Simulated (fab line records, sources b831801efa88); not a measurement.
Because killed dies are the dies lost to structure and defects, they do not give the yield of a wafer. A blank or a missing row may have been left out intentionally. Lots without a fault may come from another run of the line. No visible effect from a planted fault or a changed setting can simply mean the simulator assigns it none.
Code-filled problem report in 8D (eight disciplines) form | flow sky130 | the parts of the form that need people (team, actions taken, sign-off) are left out

## 1. THE PROBLEM
At SKY_METAL2_METAL_ETCH_19, oes-product-au averages 0.893 a.u. over 4 wafers from 2 lots, while fault-free wafers read 0.854 a.u., standard deviation 0.005. That puts it +7.8 standard deviations away from the usual mean.
The step: etches the open film in Cl2/BCl3, stops on SiO2, target depth 360 nm, time 78 s.
First observed at day 38 20:32: wafer L897.2, on rie-metal-04. At this step, 30 wafers from 10 lots have a number in the record. Rule for "out" (also "out of limits"): further than 4 standard deviations from the usual mean. The other wafers with a number count as sound.

## 2. WHAT THIS IS AND IS NOT
question                    | is                             | is not
which readings at this step | oes-product-au, run-length-s   | bcl3-flow-sccm, chamber-pressure-mTorr, drypump-motor-current-A, throttle-valve-pct
which lots                  | L897, L899                     | L886, L888, L889, L892, L900, L904, L905, L906
which wafers of those lots  | L897.2, L897.4, L899.1, L899.6 | L897.3, L899.5
read on which tools         | rie-metal-04                   | rie-metal-01, rie-metal-02
when                        | from day 38 20:32              | up to then (13 sound wafers); but 13 sound wafers of L899, L900, L904, L905, L906 came after

## 3. WHAT RULES OUT EACH SUSPECT
Counting: if a tool at a process step up to the reading ran every lot that is out, it stays a suspect. Sound lots after the first of them don't rule it out here, since some wafers of a struck lot are sound.
- plasma-asher-01 at SKY_VT_ADJUST_NCORE_STRIP_10 (strips in O2/N2): kept. It processed each lot that is out (first: L897, day 11 22:28); up to then, its last sound lot is L892 (day 10 13:05).
- rie-metal-04 at SKY_METAL2_METAL_ETCH_19 (etches the open film in Cl2/BCl3, stops on SiO2, target depth 360 nm, time 78 s): kept. It processed each lot that is out (first: L897, day 38 20:32); up to then, its last sound lot is L889 (day 36 08:17). Out on those wafers are its own readings of oes-product-au, run-length-s.
- At SKY_VT_ADJUST_NCORE_STRIP_10 on plasma-asher-01, chamber 0 took the sound wafers of the same lots and chamber 1 took the wafers that are out.
- At SKY_METAL2_METAL_ETCH_19 on rie-metal-04, chamber 1 took the sound wafers of the same lots and chamber 0 took the wafers that are out.
The count leaves rie-metal-04 at SKY_METAL2_METAL_ETCH_19 and plasma-asher-01 at SKY_VT_ADJUST_NCORE_STRIP_10.

## 4. THE CAUSE (what the simulator had put in)
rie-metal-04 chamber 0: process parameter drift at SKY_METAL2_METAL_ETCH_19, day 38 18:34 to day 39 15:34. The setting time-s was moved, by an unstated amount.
2 suspects survive the count, and this tool is in that group.

## 5. THE EFFECT CHAIN, in route order
Rows list readings where the struck wafers' mean (over those with a number) sits beyond 3 standard deviations from the usual. Scope: only readings with a usual standard deviation given in the record; hours: median across lots of the time from each lot's start at the first step in this table that gives one to its start at this step; sigmas: change in usual standard deviations.
hours | step                     | reading                  | usual      | on struck wafers | change | sigmas
0     | SKY_METAL2_METAL_ETCH_19 | oes-product-au           | 0.854 a.u. | 0.893            | +0.039 | +7.8
0     | SKY_METAL2_METAL_ETCH_19 | run-length-s             | 106.4 s    | 103.0            | -3.4   | -5.2
0     | SKY_METAL2_STRIP_20      | strip-time-to-endpoint-s | 2.71 s     | 2.83             | +0.12  | +3.3
Process steps it contains:
- SKY_METAL2_METAL_ETCH_19: etches the open film in Cl2/BCl3, stops on SiO2, target depth 360 nm, time 78 s.
- SKY_METAL2_STRIP_20: strips in O2/N2.

## 6. HOW IT WOULD HAVE BEEN CAUGHT EARLIER
First out-of-limits reading in this record: day 38 20:32, which is 2 hours after fault onset at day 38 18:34.
